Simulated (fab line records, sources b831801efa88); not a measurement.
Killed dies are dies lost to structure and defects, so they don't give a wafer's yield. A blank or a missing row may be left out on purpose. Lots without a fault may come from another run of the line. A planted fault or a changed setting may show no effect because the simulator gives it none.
fab line records | flow sfq_line
record lots=6 wafers=18 last_day=91
route steps=325 shown M6@255 I6@266 M7@281 I7@296 M8@325
lots that met no fault: from a run of the same line without faults
start_h: hours from the record's first day to the start of the lot's first wafer shown | wait_h: hours since the lot's step before | " the same as in the row above | L1.1+2: a row that stands for several wafers | - no value, or no start given | * or withheld: withheld | < > ~ a bound
route shown NAME@n: a module of which the file shows steps, and the number in the route of the first | usual: mean/standard deviation of fault-free wafers | same: alike in all rows | chamber/n: place in a boat | sites: the reading at each site | _std_site: their standard deviation | _edge_site: outer sites' mean less inner sites' | radius_mm: how far each site lies from the wafer's centre | mask NAME#n: copy n | behind: the tool/chamber that last shaped the wafer | hold: why the lot was held/for how many hours/how that ended | device: the transistor (n, p or np) that didn't switch | end of line: the same wafers' tests at the end of the route | a step without rows: its recipe alone | killed: dies lost to structure and defects at the first sort, not the wafer's yield | map: a wafer's dies, x killed, . not, _ none there
set.NAME: the setting as run; set.NAME@STEP: as run at that earlier step | model.NAME: the simulator's own value behind a step, which no gauge read
lots at some steps of the route; a table a step, a row a wafer
services: from which hour (start_h, from the record's first day; less than 0 if before it) a tool's chamber was out of use, for how many hours, and why
## steps
# step SFQ_TRILAYER_M6_LITHO_COAT_164
# recipe resist=BARC spin_rpm=3000 resist_thk_nm=62
# step SFQ_TRILAYER_M6_LITHO_COAT_159
# recipe resist=KrF spin_rpm=3000 resist_thk_nm=600
# step SFQ_TRILAYER_M6_LITHO_SOFTBAKE_163
# recipe temp_c=withheld time_s=withheld resist=KrF
# step SFQ_TRILAYER_M6_LITHO_EXPOSE_160
# recipe mask_id=M6 na=0.6 source_shape=conventional sigma_outer=0.65 target_cd_nm=500 dose_mj=14.4
# step SFQ_TRILAYER_M6_LITHO_PEB_162
# recipe peb_temp_c=115 peb_time_s=60 resist=KrF
# step SFQ_TRILAYER_M6_LITHO_DEVELOP_161
# recipe time_s=60 resist=KrF
# step SFQ_M6_OVL_MEAS_940
# usual M6_OVL=1/5
# columns lot.wafer tool chamber start_h wait_h M6_OVL[nm]
L295.1 overlay-02 - 1759.11 0.1 1
L295.2 " - " " 6
L295.3 " - " " 2
L297.1 overlay-02 - 1788.13 0.1 -2
L297.2 " - " " 5
L297.4 " - " " 9
L298.4 overlay-02 - 1796.35 0.1 1
L298.5 " - " " 0
L298.6 " - " " -4
L310.1 overlay-01 - 1895.96 0.1 -1
L310.3 " - " " -2
L310.5 " - " " -6
L311.1 overlay-02 - 1897.16 0.1 -10
L311.2 " - " " -4
L311.3 " - " " -11
L314.2 overlay-01 - 1901.97 0.1 -4
L314.3 " - " " -2
L314.4 " - " " 0
# step SFQ_TRILAYER_M6_BARC_OPEN_METAL_ETCH_206
# recipe mask_material=PR chemistry=O2 target_depth_nm=125 target=BARC icp_w=600 bias_w=80 pressure_mtorr=10 time_s=41.7
# usual drypump_motor_current_A=5.9/0.35 oes_product_au=0.686/0.0044
# columns lot.wafer tool chamber start_h wait_h drypump_motor_current_A oes_product_au rf_hours_counter_h
L295.1 rie_metal-01 1 1759.15 0.0 5.6 0.685 102
L295.2 " 0 " " 5.4 0.689 40
L295.3 " 1 " " 5.6 0.690 -
L297.1 rie_metal-02 0 1788.16 0.0 6.1 0.685 103
L297.2 " 1 " " 5.6 0.688 51
L297.4 " 1 " " 5.6 0.685 -
L298.4 rie_metal-03 0 1796.39 0.0 6.4 0.685 -
L298.5 " 0 " " 6.4 0.682 -
L298.6 " 1 " " 6.1 0.690 -
L310.1 rie_metal-01 1 1896.00 0.0 5.6 0.679 127
L310.3 " 0 " " 5.4 0.696 -
L310.5 " 0 " " 5.4 0.683 -
L311.1 rie_metal-02 0 1897.20 0.0 6.0 0.692 120
L311.2 " 1 " " 5.6 0.682 69
L311.3 " 1 " " 5.6 0.683 -
L314.2 rie_metal-02 1 1902.00 0.0 5.6 0.688 69
L314.3 " 0 " " 6.1 0.692 -
L314.4 " 1 " " 5.6 0.682 -
# step SFQ_TRILAYER_M6_ETCH_METAL_ETCH_162
# recipe target=Nb stop_on=SiO2 mask_material=PR chemistry=Cl2/Ar target_depth_nm=240 icp_w=600 bias_w=80 pressure_mtorr=10 time_s=120
# step SFQ_TRILAYER_M6_STRIP_STRIP_163
# recipe gas=O2 power_w=200 platen_temp_c=40 overash_fraction=0.65 chemistry=O2 pressure_mtorr=50
# step SFQ_TRILAYER_M6_STRIP_SOLV_CLEAN_164
# recipe chemistry=NMP temp_c=70 time_s=600
# step SFQ_TRILAYER_I6_DEP_PECVD_165
# recipe material=SiO2 temp_c=150 time_s=111.11 pressure_torr=2.4 rf_w=183.3 precursor=SiH4/N2O target_thk_nm=500
# usual heater_power_w=90/12 throttle_valve_pct=24.9/1.2
# columns lot.wafer tool chamber start_h wait_h heater_power_w since_wet_clean_h throttle_valve_pct
L295.1 pecvd-04 0 1760.11 0.0 94 429 23.4
L295.2 " 1 " " 83 429 24.6
L295.3 " 2 " " 79 429 23.5
L297.1 pecvd-04 2 1789.12 0.0 87 458 23.7
L297.2 " 0 " " 84 458 23.2
L297.4 " 1 " " 76 - 24.2
L298.4 pecvd-02 2 1797.37 0.0 110 - 25.2
L298.5 " 1 " " 82 - 25.3
L298.6 " 0 " " 86 - 23.8
L310.1 pecvd-03 1 1896.96 0.0 73 950 24.9
L310.3 " 0 " " 106 950 28.5
L310.5 " 2 " " 61 - 24.6
L311.1 pecvd-02 1 1898.16 0.0 89 1320 25.4
L311.2 " 0 " " 98 1320 23.7
L311.3 " 2 " " 97 1320 25.2
L314.2 pecvd-02 0 1902.96 0.0 98 1325 23.4
L314.3 " 1 " " 90 1325 25.2
L314.4 " 2 " " 103 - 25.5
# step SFQ_TRILAYER_I6_CMP_CMP_166
# recipe material=SiO2 down_force_psi=3 platen_rpm=60 pad_velocity_m_s=0.94248
# usual edge_zone_pressure_frac=0.999/0.0048 head_pressure_psi=3.000/0.0061 motor_current_A=9.8/0.82 time_to_endpoint_s=211/5.9
# columns lot.wafer tool chamber start_h wait_h edge_zone_pressure_frac head_pressure_psi motor_current_A time_to_endpoint_s model.SiO2_of_TRILAYER_I6_DEP_PECVD_165.thk_nm
L295.2 cmp-02 0 1760.19 0.0 0.997 2.992 9.8 220 200.2
L295.3 " 2 1761.19 1.0 1.000 3.007 10.2 207 200.1
L295.1 " 3 " " 0.998 2.998 10.6 210 200.9
L297.2 cmp-02 1 1789.76 0.6 - - - - 493.5
L297.4 " 2 " " - - - - 501.3
L297.1 " 0 1791.26 2.1 - - - - 489.5
L298.4 cmp-02 2 1797.90 0.5 - - - - 502.4
L298.6 " 1 1799.40 2.0 - - - - 500.4
L298.5 " 2 " " - - - - 503
L310.1 cmp-01 0 1897.54 0.5 0.994 2.995 8.3 204 198.7
L310.3 " 2 1898.54 1.5 1.003 3.011 10.2 204 199.3
L310.5 " 3 " " 1.003 2.999 11.1 205 199.3
L311.1 cmp-02 2 1899.34 1.1 0.997 2.988 9.6 206 199.8
L311.2 " 3 " " 0.993 3.009 10.8 206 199.7
L311.3 " 0 " " 1.008 3.003 10.0 207 200.1
L314.4 cmp-02 1 1904.84 1.8 0.998 3.003 10.5 216 196.6
L314.3 " 2 " " 0.996 3.000 9.5 204 199
L314.2 " 3 " " 1.003 2.991 11.1 207 199.1
# step SFQ_I6_BOW_MEAS_941
# recipe mode=bow
# usual I6_BOW=7/10
# columns lot.wafer tool chamber start_h wait_h I6_BOW[um]
L295.1 film_metro-01 - 1763.19 1.0 18
L295.2 " - " " 23
L295.3 " - " " 16
L297.1 film_metro-01 - 1792.76 1.0 13
L297.2 " - " " 15
L297.4 " - " " 6
L298.4 film_metro-02 - 1800.46 2.1 4
L298.5 " - " " 10
L298.6 " - " " 14
L310.1 film_metro-01 - 1900.04 2.0 16
L310.3 " - " " 14
L310.5 " - " " 20
L311.1 film_metro-03 - 1901.84 2.0 4
L311.2 " - " " 8
L311.3 " - " " 16
L314.2 film_metro-03 - 1907.86 1.5 0
L314.3 " - " " -3
L314.4 " - " " 8
# step SFQ_TRILAYER_I6_METRO_MEASURE_167
# usual thk_nm=199.5/1
# columns lot.wafer tool chamber start_h wait_h thk_nm
L295.1 film_metro-01 - 1763.31 0.1 201.0
L295.2 " - " " 200.2
L295.3 " - " " 200.1
L297.1 film_metro-01 - 1792.88 0.1 489.8
L297.2 " - " " 493.4
L297.4 " - " " 501.1
L298.4 film_metro-02 - 1801.12 0.6 502.2
L298.5 " - " " 503.1
L298.6 " - " " 500.6
L310.1 film_metro-01 - 1900.16 0.1 198.7
L310.3 " - " " 199.4
L310.5 " - " " 199.1
L311.1 film_metro-03 - 1901.96 0.1 199.9
L311.2 " - " " 199.6
L311.3 " - " " 200.0
L314.2 film_metro-03 - 1908.16 0.3 199.1
L314.3 " - " " 199.1
L314.4 " - " " 196.8
# step SFQ_TRILAYER_I6_VIA_LITHO_COAT_174
# recipe resist=BARC spin_rpm=3000 resist_thk_nm=62
# step SFQ_TRILAYER_I6_VIA_LITHO_COAT_169
# recipe resist=KrF spin_rpm=3000 resist_thk_nm=650
# step SFQ_TRILAYER_I6_VIA_LITHO_SOFTBAKE_173
# recipe temp_c=withheld time_s=withheld resist=KrF
# step SFQ_TRILAYER_I6_VIA_LITHO_EXPOSE_170
# recipe mask_id=I6 na=0.6 source_shape=conventional sigma_outer=0.65 target_cd_nm=700 dose_mj=21.3
# step SFQ_TRILAYER_I6_VIA_LITHO_PEB_172
# recipe peb_temp_c=115 peb_time_s=60 resist=KrF
# step SFQ_TRILAYER_I6_VIA_LITHO_DEVELOP_171
# recipe time_s=60 resist=KrF
# step SFQ_I6_OVL_MEAS_942
# usual I6_OVL=-5/4.8
# columns lot.wafer tool chamber start_h wait_h I6_OVL[nm]
L295.1 overlay-01 - 1870.66 0.1 0
L295.2 " - " " 3
L295.3 " - " " -3
L297.1 overlay-02 - 1901.26 0.1 -2
L297.2 " - " " 0
L297.4 " - " " 3
L298.4 overlay-02 - 1904.88 0.1 -1
L298.5 " - " " 0
L298.6 " - " " 8
L310.1 overlay-01 - 1988.86 0.1 -4
L310.3 " - " " -5
L310.5 " - " " -6
L311.1 overlay-01 - 1990.06 0.1 -9
L311.2 " - " " -9
L311.3 " - " " -6
L314.2 overlay-01 - 1994.87 0.1 -2
L314.3 " - " " -6
L314.4 " - " " 0
# step SFQ_TRILAYER_I6_VIA_BARC_OPEN_VIA_ETCH_235
# recipe mask_material=PR chemistry=O2 target_depth_nm=125 target=BARC source_w=500 bias_w=80 pressure_mtorr=30 time_s=41.7
# step SFQ_TRILAYER_I6_VIA_ETCH_VIA_ETCH_172
# recipe target=SiO2 stop_on=Nb mask_material=PR taper_deg=20 chemistry=CHF3 target_depth_nm=260 source_w=500 bias_w=80 pressure_mtorr=30 time_s=withheld
# usual drypump_motor_current_A=5.7/0.4 oes_product_au=0.853/0.0057
# columns lot.wafer tool chamber start_h wait_h drypump_motor_current_A oes_product_au model.etch.depth_nm model.I6.feature_depth_nm
L295.1 rie_diel-02 3 1870.74 0.0 6.2 0.867 200.9 200.9
L295.2 " 2 " " 5.9 0.850 200.2 200.2
L295.3 " 0 " " 6.0 0.852 200.1 200.1
L297.1 rie_diel-02 0 1901.34 0.0 6.0 1.617 257.4 257.4
L297.2 " 2 " " 5.9 1.649 263.5 263.5
L297.4 " 1 " " 5.1 1.618 258.1 258.1
L298.4 rie_diel-01 0 1904.94 0.0 6.3 1.618 260.1 260.1
L298.5 " 0 " " 6.3 1.632 261.3 261.3
L298.6 " 1 " " 5.4 1.628 261.4 261.4
L310.1 rie_diel-03 2 1988.94 0.0 4.6 0.860 198.7 198.7
L310.3 " 1 " " 5.6 0.851 199.3 199.3
L310.5 " 0 " " 5.5 0.853 199.3 199.3
L311.1 rie_diel-02 0 1990.14 0.0 5.9 0.843 199.8 199.8
L311.2 " 1 " " 5.2 0.853 199.7 199.7
L311.3 " 3 " " 6.2 0.858 200.1 200.1
L314.2 rie_diel-02 2 1994.94 0.0 5.9 0.861 199.1 199.1
L314.3 " 1 " " 5.1 0.853 199 199
L314.4 " 0 " " 5.9 0.848 196.6 196.6
# step SFQ_TRILAYER_I6_VIA_STRIP_STRIP_173
# recipe gas=O2 power_w=200 platen_temp_c=40 overash_fraction=0.65 chemistry=O2 pressure_mtorr=50
# step SFQ_TRILAYER_I6_VIA_STRIP_SOLV_CLEAN_174
# recipe chemistry=NMP temp_c=70 time_s=600
# step SFQ_TRILAYER_M7_DEP_PRE_CLEAN_176
# recipe gas=Ar time_s=22.5 bias_v=250
# columns lot.wafer tool chamber start_h wait_h model.SiO2_of_TRILAYER_I6_DEP_PECVD_165.thk_nm
L295.1 pvd_sputter-06 - 1871.63 0.0 193.4
L295.2 " - " " 192.8
L295.3 " - " " 192.6
L297.1 pvd_sputter-04 - 1902.22 0.0 482
L297.2 " - " " 486
L297.4 " - " " 493.8
L298.4 pvd_sputter-05 - 1905.82 0.0 494.9
L298.5 " - " " 495.5
L298.6 " - " " 492.9
L310.1 pvd_sputter-06 - 1989.82 0.0 191.2
L310.3+5 " - " " 191.8
L311.1 pvd_sputter-04 - 1991.64 0.0 192.3
L311.2 " - " " 192.2
L311.3 " - " " 192.6
L314.2 pvd_sputter-05 - 1995.82 0.0 191.6
L314.3 " - " " 191.5
L314.4 " - " " 189.1
# step SFQ_TRILAYER_M7_DEP_SPUTTER_175
# recipe material=Nb base_pressure_pa=1.33e-06 chamber_pressure_pa=0.1333 substrate_temp_c=20 target_thk_nm=200 power_w=2000 time_s=133.3
# usual throttle_valve_pct=30.1/0.83
# columns lot.wafer tool chamber start_h wait_h throttle_valve_pct
L295.1 pvd_sputter-06 - 1871.66 0.0 30.0
L295.2 " - " " 30.1
L295.3 " - " " 30.4
L297.1 pvd_sputter-04 - 1902.25 0.0 31.6
L297.2 " - " " 31.3
L297.4 " - " " 29.4
L298.4 pvd_sputter-05 - 1905.85 0.0 29.0
L298.5 " - " " 30.0
L298.6 " - " " 29.1
L310.1 pvd_sputter-06 - 1989.85 0.0 30.2
L310.3 " - " " 29.0
L310.5 " - " " 29.1
L311.1 pvd_sputter-04 - 1991.67 0.0 31.0
L311.2 " - " " 31.7
L311.3 " - " " 29.4
L314.2 pvd_sputter-05 - 1995.85 0.0 29.7
L314.3 " - " " 29.4
L314.4 " - " " 29.2
# step SFQ_M7_RS_MEAS_943
# recipe thk_meas_gauge=four-point-probe reads=Nb_of_TRILAYER_M7_DEP_SPUTTER_175
# usual M7_NB_RS=0.885/0.011
# columns lot.wafer tool chamber start_h wait_h M7_NB_RS[ohm/sq]
L295.1 film_metro-02 - 1871.75 0.0 0.892
L295.2 " - " " 0.886
L295.3 " - " " 0.892
L297.1 film_metro-04 - 1902.34 0.0 0.886
L297.2 " - " " 0.880
L297.4 " - " " 0.876
L298.4 film_metro-04 - 1906.00 0.1 0.897
L298.5 " - " " 0.889
L298.6 " - " " 0.901
L310.1 film_metro-04 - 1989.94 0.0 0.867
L310.3 " - " " 0.874
L310.5 " - " " 0.869
L311.1 film_metro-03 - 1991.76 0.0 0.890
L311.2 " - " " 0.891
L311.3 " - " " 0.888
L314.2 film_metro-04 - 1995.96 0.1 0.895
L314.3 " - " " 0.901
L314.4 " - " " 0.897
# step SFQ_TRILAYER_M7_LITHO_COAT_182
# recipe resist=BARC spin_rpm=3000 resist_thk_nm=62
# step SFQ_TRILAYER_M7_LITHO_COAT_177
# recipe resist=KrF spin_rpm=3000 resist_thk_nm=600
# step SFQ_TRILAYER_M7_LITHO_SOFTBAKE_181
# recipe temp_c=withheld time_s=withheld resist=KrF
# step SFQ_TRILAYER_M7_LITHO_EXPOSE_178
# recipe mask_id=M7 na=0.6 source_shape=conventional sigma_outer=0.65 target_cd_nm=500 dose_mj=14.4
# step SFQ_TRILAYER_M7_LITHO_PEB_180
# recipe peb_temp_c=115 peb_time_s=60 resist=KrF
# step SFQ_TRILAYER_M7_LITHO_DEVELOP_179
# recipe time_s=60 resist=KrF
# step SFQ_M7_OVL_MEAS_945
# usual M7_OVL=1/5.3
# columns lot.wafer tool chamber start_h wait_h M7_OVL[nm]
L295.1 overlay-02 - 1894.76 0.1 -1
L295.2 " - " " 2
L295.3 " - " " 2
L297.1 overlay-01 - 1910.36 0.1 -4
L297.2 " - " " -7
L297.4 " - " " -2
L298.4 overlay-01 - 1913.98 0.1 -2
L298.5 " - " " -4
L298.6 " - " " -1
L310.1 overlay-02 - 1994.56 0.1 -6
L310.3 " - " " -6
L310.5 " - " " -5
L311.1 overlay-02 - 1995.76 0.1 11
L311.2 " - " " 1
L311.3 " - " " 12
L314.2 overlay-02 - 2000.57 0.1 6
L314.3 " - " " 1
L314.4 " - " " 4
# step SFQ_TRILAYER_M7_BARC_OPEN_METAL_ETCH_229
# recipe mask_material=PR chemistry=O2 target_depth_nm=125 target=BARC icp_w=600 bias_w=80 pressure_mtorr=10 time_s=41.7
# step SFQ_TRILAYER_M7_ETCH_METAL_ETCH_180
# recipe target=Nb stop_on=SiO2 mask_material=PR chemistry=Cl2/Ar target_depth_nm=240 icp_w=600 bias_w=80 pressure_mtorr=10 time_s=120
# step SFQ_TRILAYER_M7_STRIP_STRIP_181
# recipe gas=O2 power_w=200 platen_temp_c=40 overash_fraction=0.65 chemistry=O2 pressure_mtorr=50
# usual drypump_motor_current_A=6.2/0.38 oes_product_au=1.000/0.0079
# columns lot.wafer tool chamber start_h wait_h drypump_motor_current_A oes_product_au rf_hours_counter_h
L295.1 rie_metal-03 1 1894.98 0.1 6.0 1.009 108
L295.2 " 0 " " 6.3 1.008 115
L295.3 " 0 " " 6.4 1.008 -
L297.1 rie_metal-04 1 1910.58 0.1 6.6 1.010 74
L297.2 " 0 " " 6.4 1.000 64
L297.4 " 1 " " 6.6 1.003 -
L298.4 rie_metal-02 0 1914.38 0.2 6.1 0.989 -
L298.5 " 1 " " 5.6 1.008 -
L298.6 " 0 " " 6.1 0.992 -
L310.1 rie_metal-03 1 1994.78 0.1 6.0 1.011 126
L310.3 " 1 " " 6.0 1.011 -
L310.5 " 1 " " 6.0 1.020 -
L311.1 rie_metal-02 1 1995.98 0.1 5.6 0.987 89
L311.2 " 0 " " 6.0 1.001 2
L311.3 " 1 " " 5.6 0.992 -
L314.2 rie_metal-04 1 2000.78 0.1 6.6 1.002 89
L314.3 " 1 " " 6.6 1.009 -
L314.4 " 0 " " 6.4 1.008 -
# step SFQ_TRILAYER_M7_STRIP_SOLV_CLEAN_182
# recipe chemistry=NMP temp_c=70 time_s=600
# step SFQ_TRILAYER_I7_DEP_PECVD_183
# recipe material=SiO2 temp_c=150 time_s=111.11 pressure_torr=2.4 rf_w=183.3 precursor=SiH4/N2O target_thk_nm=500
# usual heater_power_w=95/9.6 throttle_valve_pct=24.2/0.83
# columns lot.wafer tool chamber start_h wait_h heater_power_w since_wet_clean_h throttle_valve_pct
L295.1 pecvd-01 1 1895.76 0.0 109 196 22.7
L295.2 " 2 " " 109 196 23.8
L295.3 " 0 " " 92 196 24.2
L297.1 pecvd-02 0 1911.36 0.0 105 1334 23.6
L297.2 " 2 " " 97 1334 25.2
L297.4 " 1 " " 82 - 25.5
L298.4 pecvd-02 2 1915.00 0.0 103 - 25.3
L298.5 " 1 " " 92 - 25.3
L298.6 " 0 " " 97 - 24.1
L310.1 pecvd-01 0 1995.57 0.0 90 295 24.4
L310.3 " 2 " " 98 295 24.2
L310.5 " 0 " " 90 - 24.6
L311.1 pecvd-04 1 1996.76 0.0 76 666 25.3
L311.2 " 2 " " 88 666 24.2
L311.3 " 0 " " 94 666 23.5
L314.2 pecvd-04 2 2001.56 0.0 82 671 24.4
L314.3 " 0 " " 89 671 23.6
L314.4 " 0 " " 92 - 23.6
# step SFQ_M8_BOW_MEAS_951
# recipe mode=bow
# usual M8_BOW=9/9.5
# columns lot.wafer tool chamber start_h wait_h M8_BOW[um] model.etest.i6.link_ohm
L295.1 film_metro-04 - 1994.35 0.0 22 1.882
L295.2 " - " " 26 1.862
L295.3 " - " " 20 1.877
L297.1 film_metro-02 - 2016.10 0.0 12 1e+06
L297.2 " - " " 14 1e+06
L297.4 " - " " 6 1e+06
L298.4 film_metro-04 - 2108.26 0.1 4 1e+06
L298.5 " - " " 10 1e+06
L298.6 " - " " 12 1e+06
L310.1 film_metro-01 - 2175.11 0.0 19 1.862
L310.3 " - " " 18 1.863
L310.5 " - " " 24 1.857
L311.1 film_metro-01 - 2176.14 0.0 4 1.885
L311.2 " - " " 9 1.883
L311.3 " - " " 18 1.877
L314.2 film_metro-02 - 2180.96 0.0 4 1.882
L314.3 " - " " 2 1.888
L314.4 " - " " 12 1.88
## services
# columns tool chamber start_h hours kind
rie_diel-02 1 1736.06 1.7 repair
cmp-02 - 1745.62 1.3 repair
pecvd-02 0 1756.76 19.5 repair
pecvd-02 - 1772.33 1.7 repair
pecvd-02 - 1779.22 0.6 repair
pecvd-04 - 1785.51 2.8 pm
pvd_sputter-06 - 1786.19 9.1 repair
pecvd-04 - 1792.60 0.3 repair
rie_diel-02 2 1793.02 4.3 repair
pecvd-04 0 1798.86 69.5 repair
cmp-02 - 1804.18 4.4 pm
pvd_sputter-05 - 1812.41 8.0 repair
pecvd-04 2 1828.72 22.3 repair
rie_diel-02 - 1828.77 0.7 repair
pvd_sputter-05 - 1847.08 5.4 repair
cmp-02 - 1856.22 7.2 pm
pecvd-02 1 1866.29 3.3 repair
cmp-02 - 1872.40 1.5 repair
pvd_sputter-05 - 1883.99 8.1 repair
rie_diel-02 1 1884.70 3.0 repair
rie_metal-02 - 1919.31 0.6 repair
cmp-02 - 1952.89 4.0 pm
rie_metal-02 - 1977.56 2.8 pm
rie_metal-02 - 1981.10 0.8 repair
## key
first_sign step=SFQ_TRILAYER_I6_CMP_CMP_166 reading=tool_record direction=missing
effect step=SFQ_TRILAYER_I6_METRO_MEASURE_167 reading=thk_nm direction=up sigmas=99+ usual=199.5 struck=498.4
effect step=SFQ_TRILAYER_I6_VIA_ETCH_VIA_ETCH_172 reading=oes_product_au direction=up sigmas=99+ usual=0.853 struck=1.627
model_effect step=SFQ_TRILAYER_I6_CMP_CMP_166 value=SiO2_of_TRILAYER_I6_DEP_PECVD_165.thk_nm without=199.8 struck=498.3
model_effect step=SFQ_TRILAYER_I6_VIA_ETCH_VIA_ETCH_172 value=etch.depth_nm without=199.8 struck=260.3
model_effect step=SFQ_TRILAYER_M7_DEP_PRE_CLEAN_176 value=SiO2_of_TRILAYER_I6_DEP_PECVD_165.thk_nm without=192.3 struck=490.8
model_effect step=SFQ_M8_BOW_MEAS_951 value=etest.i6.link_ohm without=1.87 struck=1e+06
met_at SFQ_TRILAYER_I6_CMP_CMP_166
struck_wafers L297.1,L297.2,L297.4,L298.4,L298.5,L298.6
onset_between 1760.19 1789.76
fault kind=skipped_step_whole tool=cmp-02 chamber=- onset_h=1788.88 steps=SFQ_TRILAYER_I6_CMP_CMP_166 scope=struck_lots_only
